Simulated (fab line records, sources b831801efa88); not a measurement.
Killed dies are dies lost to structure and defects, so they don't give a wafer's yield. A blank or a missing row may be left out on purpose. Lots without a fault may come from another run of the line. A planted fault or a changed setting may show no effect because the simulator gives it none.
One fault seen from 2 desks | flow sky130 | each desk has only its own numbers; what lay behind them comes last

THE TOOL OWNER'S DESK: pvd_sputter-03
The tool's own readings at SKY_METAL2_SPUTTER_04 (material TiN, target thk 70 nm, time 58.3 s): means of the sampled wafers that have a number, for each lot that ran on this tool. A lot is out of limits, marked OUT, if its mean lies more than 4 standard deviations from the usual mean; the brackets give that distance.
Columns: A = throttle_valve_pct at SKY_METAL2_SPUTTER_04, usual 30.4 %
lot  | first seen here | A
L803 | day 36 06:44    | 28.7
L808 | day 37 23:37    | 30.0
L813 | day 39 10:24    | 29.0
L814 | day 39 15:16    | 29.2
This desk's finding: nothing out of limits on any of the 4 lots.

THE METROLOGY DESK
What the gauges read, lot by lot, whatever tool the lot ran on: means of the sampled wafers that have a number. A lot is out of limits, marked OUT, if its mean lies more than 4 standard deviations from the usual mean; the brackets give that distance.
Columns: A = VIA1_BOW at SKY_VIA1_BOW_MEAS_03, usual 80 um; B = METAL2_ALCU_RS at SKY_METAL2_RS_MEAS_05, usual 0.1262 ohm/sq
lot  | first seen here | A  | B
L800 | day 34 09:10    | 83 | 0.1265
L802 | day 35 01:19    | 85 | 0.1253
L803 | day 35 01:56    | 83 | 0.1265
L805 | day 35 21:08    | 86 | 0.1267
L808 | day 36 19:55    | 83 | 0.1257
L810 | day 37 07:03    | 82 | 0.1264
L813 | day 38 07:14    | 81 | 0.1251
L814 | day 38 11:52    | 85 | 0.1256
L817 | day 39 09:28    | 89 | 0.1253
L818 | day 39 19:28    | 79 | 0.1259
L822 | day 40 11:05    | 87 | 0.1255
This desk's finding: nothing out of limits on any of the 11 lots.

PUT TOGETHER
The tool owner's desk saw nothing out of limits.
The metrology desk saw nothing out of limits.

WHAT THE SIMULATOR HAD PUT IN
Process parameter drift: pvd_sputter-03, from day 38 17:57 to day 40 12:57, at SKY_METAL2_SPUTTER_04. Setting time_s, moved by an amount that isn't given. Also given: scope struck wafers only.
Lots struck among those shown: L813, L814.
